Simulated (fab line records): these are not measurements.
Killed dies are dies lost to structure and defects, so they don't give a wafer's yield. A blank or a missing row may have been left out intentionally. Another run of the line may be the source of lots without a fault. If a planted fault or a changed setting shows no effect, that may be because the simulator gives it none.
One fault through the eyes of 2 desks / flow gf180mcu / what lay behind the numbers comes last; until then each desk has only its own

== THE TOOL OWNER'S DESK: implanter-01 ==
GF_VT_IMPLANT_IMPLANT_19, tool's own readings: per-lot mean of the sampled wafers with a number, covering each lot this tool ran. Any lot whose mean is over 4 standard deviations away from the usual mean is out of limits and marked OUT; that distance is given in the brackets.
Columns: A = dose ions cm2 at GF_VT_IMPLANT_IMPLANT_19, usual 4.35e+12; B = faraday current uA at GF_VT_IMPLANT_IMPLANT_19, usual 24.5
lot=L871; first seen here=day 6 04:35; A=4.35e+12; B=24.9
lot=L873; first seen here=day 6 17:40; A=4.35e+12; B=24.7
lot=L876; first seen here=day 7 13:05; A=4.35e+12; B=24.8
lot=L880; first seen here=day 8 17:40; A=4.35e+12; B=24.8
lot=L881; first seen here=day 8 20:56; A=4.00e+12 (-77) OUT; B=22.8
lot=L882; first seen here=day 9 04:46; A=3.99e+12 (-78) OUT; B=22.2 (-4.5) OUT
lot=L894; first seen here=day 12 07:02; A=4.35e+12; B=24.1
This desk finds L881, L882 out of limits, L881 being first, at day 8 20:56 (dose ions cm2 at GF_VT_IMPLANT_IMPLANT_19). Within limits: L871, L873, L876, L880, L894.

== AT THE METROLOGY DESK ==
Means of the sampled wafers that have a number, per lot and without regard to the tool the lot ran on: this is what the gauges read. Any lot whose mean is over 4 standard deviations away from the usual mean is out of limits and marked OUT; that distance is given in the brackets.
Columns: A = cd nm at GF_STI_CD_MEAS_12, usual 220.3 nm; B = cd nm at GF_POLY_GATE_CD_MEAS_10, usual 280.6 nm
lot=L871; first seen here=day 2 01:18; A=217.4; B=282.1
lot=L873; first seen here=day 2 12:12; A=219.7; B=281.1
lot=L874; first seen here=day 2 17:49; A=220.6; B=280.3
lot=L876; first seen here=day 3 04:02; A=219.4; B=280.2
lot=L877; first seen here=day 3 07:56; A=219.6; B=281.5
lot=L878; first seen here=day 3 13:08; A=222.8; B=278.7
lot=L880; first seen here=day 3 23:01; A=221.8; B=280.9
lot=L881; first seen here=day 4 05:05; A=219.9; B=282.9
lot=L882; first seen here=day 4 10:37; A=222.0; B=279.4
lot=L883; first seen here=day 4 15:37; A=219.0; B=281.9
lot=L889; first seen here=day 5 23:08; A=221.4; B=280.8
lot=L892; first seen here=day 6 12:49; A=220.4; B=279.9
lot=L893; first seen here=day 6 19:14; A=218.4; B=280.9
lot=L894; first seen here=day 6 23:11; A=220.0; B=281.0
Finding of this desk: none of the 14 lots has anything out of limits.

== TAKEN TOGETHER ==
The tool owner's desk had the chance to raise an alarm at day 8 20:56 on L881, L882.
Nothing out of limits was seen by the metrology desk.
The metrology desk holds a record of L881, L882, inside its limits.
All the named lots went through GF_VT_IMPLANT_IMPLANT_19 on implanter-01.

== WHAT WAS PUT IN BY THE SIMULATOR ==
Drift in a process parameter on implanter-01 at GF_VT_IMPLANT_IMPLANT_19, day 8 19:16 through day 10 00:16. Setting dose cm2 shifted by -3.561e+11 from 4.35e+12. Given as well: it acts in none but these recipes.
Struck lots among those shown: L881, L882.
Each desk's first reading out of limits, in hours after the fault started: the tool owner's desk, 2.
